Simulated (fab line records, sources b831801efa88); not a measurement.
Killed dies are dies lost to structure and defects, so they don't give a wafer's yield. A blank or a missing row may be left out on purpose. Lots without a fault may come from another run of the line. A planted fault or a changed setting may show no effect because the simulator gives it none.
Which tool did it? | flow gf180mcu | 10 lots, 30 wafers sampled, at 6 steps of a route of 602

WHAT THE GAUGES READ, wafer by wafer
GF_V3_BOW_MEAS_05.
lot  | measured     | on            | V3_BOW (um)
L537 | day 22 05:29 | film_metro-01 | 112 106 99
L541 | day 23 21:50 | film_metro-01 | 104 115 117
L544 | day 24 15:29 | film_metro-01 | 112 105 121
L543 | day 24 18:54 | film_metro-02 | 108 114 117
L548 | day 25 22:52 | film_metro-02 | 127 114 127
L551 | day 26 14:21 | film_metro-04 | 118 113 113
L553 | day 27 10:05 | film_metro-02 | 116 138 122
L556 | day 28 04:28 | film_metro-02 | 130 115 117
L557 | day 28 10:26 | film_metro-02 | 125 118 110
L558 | day 28 21:53 | film_metro-04 | 100 116 111

GF_V3_RS_MEAS_24: measures by four-point-probe.
lot  | measured     | on            | V3_W_RS (ohm/sq)
L537 | day 23 05:34 | film_metro-02 | 0.326 0.325 0.327
L541 | day 24 20:34 | film_metro-02 | 0.326 0.325 0.327
L544 | day 25 14:30 | film_metro-01 | 0.270 0.271 0.274
L543 | day 25 17:10 | film_metro-04 | 0.268 0.269 0.268
L548 | day 26 20:31 | film_metro-04 | 0.324 0.324 0.323
L551 | day 27 11:50 | film_metro-01 | 0.324 0.329 0.324
L553 | day 28 07:59 | film_metro-02 | 0.329 0.323 0.326
L556 | day 29 01:05 | film_metro-04 | 0.326 0.322 0.323
L557 | day 29 06:51 | film_metro-02 | 0.325 0.326 0.324
L558 | day 29 18:14 | film_metro-04 | 0.325 0.330 0.327

GF_V3_THK_MEAS_25: measures by xrf.
lot  | measured     | on            | V3_W_THK (nm)
L537 | day 23 05:41 | film_metro-02 | 348 351 349
L541 | day 24 20:41 | film_metro-02 | 348 351 349
L544 | day 25 14:37 | film_metro-01 | 418 419 413
L543 | day 25 17:16 | film_metro-04 | 418 417 423
L548 | day 26 20:38 | film_metro-04 | 350 350 351
L551 | day 27 11:57 | film_metro-01 | 357 350 356
L553 | day 28 08:05 | film_metro-02 | 348 354 348
L556 | day 29 01:11 | film_metro-04 | 347 351 349
L557 | day 29 06:58 | film_metro-02 | 353 351 354
L558 | day 29 18:22 | film_metro-04 | 348 343 346

WHICH TOOL RAN EACH LOT (tool, then ch and the chambers of the sampled wafers, then the start)
lot  | GF_M3_SPUTTER_01             | GF_V3_SPUTTER_21             | GF_V3_CVD_23
L537 | pvd_sputter-02, day 21 04:48 | pvd_sputter-03, day 23 05:20 | cvd_w-01 ch 0,1, day 23 05:26
L541 | pvd_sputter-04, day 22 22:14 | pvd_sputter-03, day 24 20:20 | cvd_w-02 ch 0, day 24 20:26
L544 | pvd_sputter-01, day 23 16:23 | pvd_sputter-04, day 25 14:17 | cvd_w-02 ch 1, day 25 14:23
L543 | pvd_sputter-01, day 23 19:51 | pvd_sputter-01, day 25 16:56 | cvd_w-02 ch 0, day 25 17:02
L548 | pvd_sputter-01, day 24 23:11 | pvd_sputter-04, day 26 20:11 | cvd_w-01 ch 0, day 26 20:17
L551 | pvd_sputter-01, day 25 15:50 | pvd_sputter-04, day 27 11:37 | cvd_w-01 ch 0,1, day 27 11:43
L553 | pvd_sputter-02, day 26 11:40 | pvd_sputter-04, day 28 07:44 | cvd_w-01 ch 0,1, day 28 07:52
L556 | pvd_sputter-04, day 27 06:37 | pvd_sputter-03, day 29 00:50 | cvd_w-02 ch 0,1, day 29 00:59
L557 | pvd_sputter-04, day 27 12:46 | pvd_sputter-01, day 29 06:38 | cvd_w-01 ch 0,1, day 29 06:44
L558 | pvd_sputter-04, day 28 01:08 | pvd_sputter-03, day 29 18:01 | cvd_w-02 ch 0,1, day 29 18:07
- GF_M3_SPUTTER_01: material TiN, target thk 30 nm, time 25 s.
- GF_V3_SPUTTER_21: material Ti, target thk 15 nm, time 80.02 s.
- GF_V3_CVD_23: deposits W, target thk 350 nm, time 104.9 s.

WHAT THE TOOLS THEMSELVES READ (means of the sampled wafers that have a number; where no wafer has one, the mark that the record gives instead)
GF_M3_SPUTTER_01.
lot  | tool           | cathode_dc_power_W (W) | throttle_valve_pct (%)
L537 | pvd_sputter-02 | 6500.3                 | 28.6
L541 | pvd_sputter-04 | 6500.1                 | 30.2
L544 | pvd_sputter-01 | 6499.1                 | 31.0
L543 | pvd_sputter-01 | 6500.5                 | 29.7
L548 | pvd_sputter-01 | 6500.1                 | 30.2
L551 | pvd_sputter-01 | 6500.7                 | 29.3
L553 | pvd_sputter-02 | 6499.6                 | 29.0
L556 | pvd_sputter-04 | 6499.8                 | 30.2
L557 | pvd_sputter-04 | 6498.6                 | 30.3
L558 | pvd_sputter-04 | 6500.4                 | 29.8

GF_V3_SPUTTER_21.
lot  | tool           | cathode_dc_power_W (W) | throttle_valve_pct (%)
L537 | pvd_sputter-03 | 2499.9                 | 29.4
L541 | pvd_sputter-03 | 2499.9                 | 29.6
L544 | pvd_sputter-04 | 2499.9                 | 29.9
L543 | pvd_sputter-01 | 2500.0                 | 29.7
L548 | pvd_sputter-04 | 2499.9                 | 30.3
L551 | pvd_sputter-04 | 2499.7                 | 29.7
L553 | pvd_sputter-04 | 2500.1                 | 30.6
L556 | pvd_sputter-03 | 2500.4                 | 29.1
L557 | pvd_sputter-01 | 2500.4                 | 30.2
L558 | pvd_sputter-03 | 2500.1                 | 29.5

GF_V3_CVD_23.
lot  | tool     | heater_power_w (W) | susceptor_temp_C (C)
L537 | cvd_w-01 | 716                | 400.32
L541 | cvd_w-02 | 1003               | 399.73
L544 | cvd_w-02 | 1140               | 410.95
L543 | cvd_w-02 | 1070               | 411.22
L548 | cvd_w-01 | 690                | 400.00
L551 | cvd_w-01 | 714                | 400.06
L553 | cvd_w-01 | 725                | 399.74
L556 | cvd_w-02 | 1056               | 400.08
L557 | cvd_w-01 | 724                | 399.80
L558 | cvd_w-02 | 1050               | 399.89

THE ANSWER, worked out from the rows above alone
Rule: what is usual is taken from the lots themselves. Put in order of their means at a reading, lots are off if they are a third of the lots or fewer, leave a main group of 4 or more, and stand apart from it by a gap of 3 or more times the standard deviation of the main group's means; of several such gaps the widest counts. A main group whose means are all the same, to the digits that the tables above print for the reading, isn't used. A lot without any number at a reading at which 4 lots or more have one is off too. The other lots that the step has rows for count as sound. The gauges are gone through in route order, then the tools' own readings, and for those a lot's mean is taken as printed above. The first step at which some lot is off is used, and at that step the reading that is off furthest; a lot without a number counts as furthest.
Off: L544, L543, at GF_V3_RS_MEAS_24 (V3_W_RS). The main group: mean 0.325 ohm/sq, standard deviation 0.0012.
A tool fits if, at a process step before that reading, it ran every lot that is off, and no sound lot after the first of them. The gauges at GF_V3_RS_MEAS_24 aren't tried: what is off there is off at GF_V3_CVD_23 too, on other tools, and a gauge's error can't cause that. None of those tried fits.

WHAT THE SIMULATOR HAD PUT IN
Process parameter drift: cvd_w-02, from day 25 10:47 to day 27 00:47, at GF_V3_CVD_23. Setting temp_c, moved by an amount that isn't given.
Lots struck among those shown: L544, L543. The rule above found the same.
